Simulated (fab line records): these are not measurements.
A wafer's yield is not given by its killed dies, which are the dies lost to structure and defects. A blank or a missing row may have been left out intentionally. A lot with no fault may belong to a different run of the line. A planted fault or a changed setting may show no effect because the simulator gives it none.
One fault seen from 2 desks + flow gf180mcu + only its own numbers are on each desk; what lay behind them is given at the end

THE METROLOGY DESK
Means of the sampled wafers that have a number, per lot and without regard to the tool the lot ran on: this is what the gauges read. If a lot's mean is further than 4 standard deviations from the usual mean, the lot is out of limits and carries the mark OUT (the distance appears in the brackets).
Columns: A = M3_OVL at GF_M3_OVL_MEAS_15, usual 5 nm; B = V3_OVL at GF_V3_OVL_MEAS_15, usual 0 nm; C = V4_W_RS at GF_V4_RS_MEAS_24, usual 0.327 ohm/sq; D = V4_W_THK at GF_V4_THK_MEAS_25, usual 343 nm
| lot  | first seen here | A  | B  | C                | D   |
|------|-----------------|----|----|------------------|-----|
| L121 | day 21 21:32    | 2  | -4 | 0.323            | 352 |
| L122 | day 22 03:26    | 11 | 2  | 0.329            | 334 |
| L124 | day 22 20:05    | 4  | -9 | 0.330            | 344 |
| L126 | day 23 15:45    | 1  | 0  | 0.322            | 354 |
| L127 | day 24 01:19    | -0 | -5 | 0.326            | 345 |
| L128 | day 24 13:21    | 9  | 2  | 0.326            | 350 |
| L129 | day 24 14:53    | 6  | -1 | 0.326            | 340 |
| L130 | day 24 21:47    | 12 | -3 | 0.314            | 361 |
| L133 | day 25 22:35    | 11 | 3  | 0.312 (-4.3) OUT | 359 |
| L140 | day 28 01:20    | 3  | 5  | 0.328            | 338 |
| L141 | day 28 04:24    | 6  | 5  | 0.328            | 347 |
| L142 | day 28 15:42    | 4  | 4  | 0.326            | 337 |
This desk's finding: out of limits on L133; first on L133, day 28 17:34 (V4_W_RS at GF_V4_RS_MEAS_24). L121, L122, L124, L126, L127, L128, L129, L130, L140, L141, L142: within limits.

FOR THE TOOL OWNER'S DESK: cvd_w-02
The tool's own readings at GF_V4_CVD_23 (deposits W, target thk 350 nm, time 104.9 s): means of the sampled wafers that have a number, for each lot that ran on this tool. If a lot's mean is further than 4 standard deviations from the usual mean, the lot is out of limits and carries the mark OUT (the distance appears in the brackets).
Columns: A = chamber_pressure_Torr at GF_V4_CVD_23, usual 39.99 Torr; B = heater_power_w at GF_V4_CVD_23, usual 915 W
| lot  | first seen here | A               | B   |
|------|-----------------|-----------------|-----|
| L121 | day 24 22:35    | 39.94           | 897 |
| L126 | day 26 12:53    | 40.00           | 936 |
| L127 | day 26 21:58    | 39.93           | 934 |
| L129 | day 27 08:41    | 39.96           | 889 |
| L130 | day 27 16:36    | 42.93 (+30) OUT | 951 |
| L133 | day 28 17:26    | 42.89 (+29) OUT | 949 |
| L142 | day 31 04:20    | 40.06           | 946 |
This desk finds L130, L133 out of limits, L130 being first, at day 27 16:36 (chamber_pressure_Torr at GF_V4_CVD_23). L121, L126, L127, L129, L142: within limits.

TAKEN TOGETHER
An alarm could have come from the tool owner's desk at day 27 16:36, on L130, L133.
On L133, the metrology desk was in a position to raise an alarm at day 28 17:34.
The metrology desk has L130 on record, within its limits.
Of the lots named, all ran GF_V4_CVD_23 on cvd_w-02.

WHAT THE SIMULATOR HAD PUT IN
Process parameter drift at GF_V4_CVD_23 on cvd_w-02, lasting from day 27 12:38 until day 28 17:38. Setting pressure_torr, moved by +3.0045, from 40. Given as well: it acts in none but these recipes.
Struck lots among those shown: L130, L133.
Time in hours from fault onset to the first out-of-limits reading at each desk: tool owner's desk 4, metrology desk 29.
